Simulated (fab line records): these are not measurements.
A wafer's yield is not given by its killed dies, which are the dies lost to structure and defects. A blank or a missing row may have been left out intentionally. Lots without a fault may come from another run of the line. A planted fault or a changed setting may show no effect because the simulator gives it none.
Problem report, 8D (eight disciplines) form, completed by code / flow gf180mcu / the parts of the form that need people (team, actions taken, sign-off) are left out

== 1. THE PROBLEM ==
HV_LDD_CVD_56_THK at GF_HV_LDD_THK_MEAS_57 reads a mean of 73.6 nm on 9 wafers of 3 lots; wafers without a fault read 89.8 nm with a standard deviation of 0.8. That is -20 standard deviations from the usual mean.
Earliest sighting: wafer L318.2 on film metro-04 at day 17 08:36. The record has a number at this step for 36 wafers belonging to 12 lots. The rule behind "out" and "out of limits": a value lying over 4 standard deviations away from the usual mean. The rest of the wafers with a number are treated as sound.

== 2. WHAT THIS IS AND IS NOT ==
question=which readings at this step | is=HV_LDD_CVD_56_THK | is not=-
question=which lots | is=L317, L318, L319 | is not=L305, L306, L307, L310, L313, L320, L324, L327, L328
question=which wafers of those lots | is=all that have a number | is not=-
question=read on which gauges | is=film metro-03, film metro-04 | is not=film metro-02
question=when | is=from day 17 08:36 | is not=up to then (15 sound wafers); but 12 sound wafers of L320, L324, L327, L328 came after

== 3. SUSPECTS, AND WHAT RULES EACH OUT ==
Counting: a tool at any process step up to the reading remains a suspect when it ran all the lots that are out and ran no sound lot after the first of those.
- the gauge at GF_HV_LDD_THK_MEAS_57: ruled out. The wafers that are out were read on 2 gauges (film metro-03, film metro-04).
- lpcvd-02 at GF_HV_LDD_CVD_56 (deposits Si3N4 from DCS/NH3, target thk 90 nm, time 1543 s): kept. Every lot that is out went through it, starting with L318 (day 17 07:10), and after that it ran no sound lot; the last sound lot it ran before then is L313 (day 15 13:56). Its own readings are out on those wafers: spike tc centre C, spike tc lower C, spike tc top C, spike tc upper C, susceptor temp C.
Remaining after the count: lpcvd-02 at GF_HV_LDD_CVD_56.

== 4. THE CAUSE (what the simulator had put in) ==
lpcvd-02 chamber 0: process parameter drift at GF_HV_LDD_CVD_56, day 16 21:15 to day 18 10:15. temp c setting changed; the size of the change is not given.
After counting, this tool was the only one left.

== 5. THE EFFECT CHAIN, in route order ==
Each row: a reading where the mean over the struck wafers with a number is more than 3 standard deviations away from the usual. Scope: only readings with a usual standard deviation given in the record; hours: median across lots of the time from each lot's start at the first step in this table that gives one to its start at this step; sigmas: change in usual standard deviations.
hours=0; step=GF_HV_LDD_CVD_56; reading=spike tc centre C; usual=770.2 C; on struck wafers=759.8; change=-10.4; sigmas=-9.5
hours=0; step=GF_HV_LDD_CVD_56; reading=spike tc lower C; usual=770.3 C; on struck wafers=761.1; change=-9.2; sigmas=-7.6
hours=0; step=GF_HV_LDD_CVD_56; reading=spike tc top C; usual=780.8 C; on struck wafers=768.7; change=-12.1; sigmas=-5.0
hours=0; step=GF_HV_LDD_CVD_56; reading=spike tc upper C; usual=770.9 C; on struck wafers=762.3; change=-8.6; sigmas=-6.1
hours=0; step=GF_HV_LDD_CVD_56; reading=susceptor temp C; usual=770.0 C; on struck wafers=760.0; change=-10.0; sigmas=-28
hours=1; step=GF_HV_LDD_THK_MEAS_57; reading=HV_LDD_CVD_56_THK; usual=89.8 nm; on struck wafers=73.6; change=-16.2; sigmas=-20
hours=1; step=GF_HV_LDD_ETCHBACK_58; reading=oes product au; usual=0.841 a.u.; on struck wafers=0.758; change=-0.083; sigmas=-14
The process steps in it:
- GF_HV_LDD_CVD_56: deposits Si3N4 from DCS/NH3, target thk 90 nm, time 1543 s.
- GF_HV_LDD_ETCHBACK_58: etches Si3N4 in CH3F/O2, stops on SiO2, time 100 s, target depth 90 nm.
Later measuring or inspecting steps at which every struck wafer that the step has a row for has a number for every such reading, and none has moved that far: GF_NSD_OVL_MEAS_08, GF_PSD_OVL_MEAS_08.

== 6. HOW IT WOULD HAVE BEEN CAUGHT EARLIER ==
11 hours passed between the start of the fault at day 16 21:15 and the first reading out of limits at a measuring or inspecting step in this record, taken at day 17 08:36.
The tool's own readings at GF_HV_LDD_CVD_56 were out on every struck wafer that the step has a row for (spike tc centre C, spike tc lower C, spike tc top C, spike tc upper C, susceptor temp C): an alarm limit on them would have fired on the first of those.
Among the 3 lots that are out, L317, L319 began GF_HV_LDD_CVD_56 on lpcvd-02 after day 17 08:36. A hold on the tool at that time would have spared those 2.
